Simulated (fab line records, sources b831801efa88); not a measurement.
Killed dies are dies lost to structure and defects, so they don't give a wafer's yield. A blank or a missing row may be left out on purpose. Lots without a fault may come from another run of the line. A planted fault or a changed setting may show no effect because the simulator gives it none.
Problem report in the 8D (eight disciplines) form, filled by code | flow gf180mcu | the parts of the form that need people (team, actions taken, sign-off) are left out

1. THE PROBLEM
V1_W_RS at GF_V1_RS_MEAS_24 reads a mean of 0.3477 ohm/sq on 1 wafer of 1 lot; wafers without a fault read 0.3280 ohm/sq with a standard deviation of 0.0029. That is +6.8 standard deviations from the usual mean.
The step: measures by four-point-probe.
First seen on wafer L170.2, day 22 06:14, on film_metro-04. The record holds 33 wafers of 11 lots with a number at this step. Rule for "out", or "out of limits": more than 4 standard deviations from the usual mean. The other wafers with a number count as sound.

2. WHAT IT IS AND WHAT IT IS NOT
question                    | is                | is not
which readings at this step | V1_W_RS           | -
which lots                  | L170              | L159, L171, L175, L176, L177, L178, L179, L180, L181, L182
which wafers of those lots  | L170.2            | L170.1, L170.6
read on which gauges        | film_metro-04     | film_metro-01, film_metro-02
when                        | from day 22 06:14 | up to then (5 sound wafers); but 27 sound wafers of L171, L175, L176, L177, L178, L179, L180, L181, L182 came after

3. SUSPECTS, AND WHAT RULES EACH OUT
Counting: a tool at a process step up to the reading stays a suspect if it ran every lot that is out. Sound lots after the first of them don't rule it out here, since some wafers of a struck lot are sound.
- the gauge at GF_V1_RS_MEAS_24: kept. All the wafers that are out were read on film_metro-04, and no step on other tools shows them out.
- pvd_sputter-01 at GF_M1_SPUTTER_03 (material Ti, target thk 10 nm, time 6.7 s): kept. It ran the lot that is out, L170 (day 20 04:52).
- rie_diel-03 at GF_V1_ETCH_16 (etches BARC in N2/H2): kept. It ran the lot that is out, L170 (day 22 05:08).
- cvd_w-01 at GF_V1_CVD_23 (deposits W, target thk 350 nm, time 105.05 s): kept. It ran the lot that is out, L170 (day 22 06:01).
- Within rie_diel-03 at GF_V1_ETCH_16: the wafers that are out ran in chamber 1; their sound lot-mates ran in chamber 2.
Left after counting: pvd_sputter-01 at GF_M1_SPUTTER_03, rie_diel-03 at GF_V1_ETCH_16, cvd_w-01 at GF_V1_CVD_23, film_metro-04 at GF_V1_RS_MEAS_24.

4. THE CAUSE (what the simulator had put in)
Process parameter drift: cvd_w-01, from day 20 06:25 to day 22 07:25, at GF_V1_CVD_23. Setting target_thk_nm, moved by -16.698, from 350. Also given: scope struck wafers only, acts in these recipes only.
Counting left 4 suspects, and this tool is among them.

5. THE CHAIN OF EFFECTS, in route order
Each row: a reading whose mean over the struck wafers that have a number lies more than 3 standard deviations from the usual. Only readings for which the record gives a usual standard deviation are gone through. hours: the time from each lot's start at the first step in this table that gives one to its start at this step, as a median over the lots. sigmas: the change in usual standard deviations.
hours | step              | reading  | usual         | on struck wafers | change  | sigmas
0     | GF_V1_RS_MEAS_24  | V1_W_RS  | 0.3280 ohm/sq | 0.3477           | +0.0197 | +6.8
0     | GF_V1_THK_MEAS_25 | V1_W_THK | 345 nm        | 327              | -18     | -5.0

6. WHAT WOULD HAVE CAUGHT IT SOONER
In this record the first reading out of limits at a measuring or inspecting step was taken at day 22 06:14, 48 hours after the fault began at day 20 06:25.
Of the tool readings at GF_V1_CVD_23 for which the record gives a usual standard deviation, none was out on any struck wafer, so an alarm limit of 4 standard deviations on them would not have fired.
All the lots that are out (1) had begun GF_V1_CVD_23 on cvd_w-01 by day 22 06:14. A hold on the tool at that time would have spared none of them.
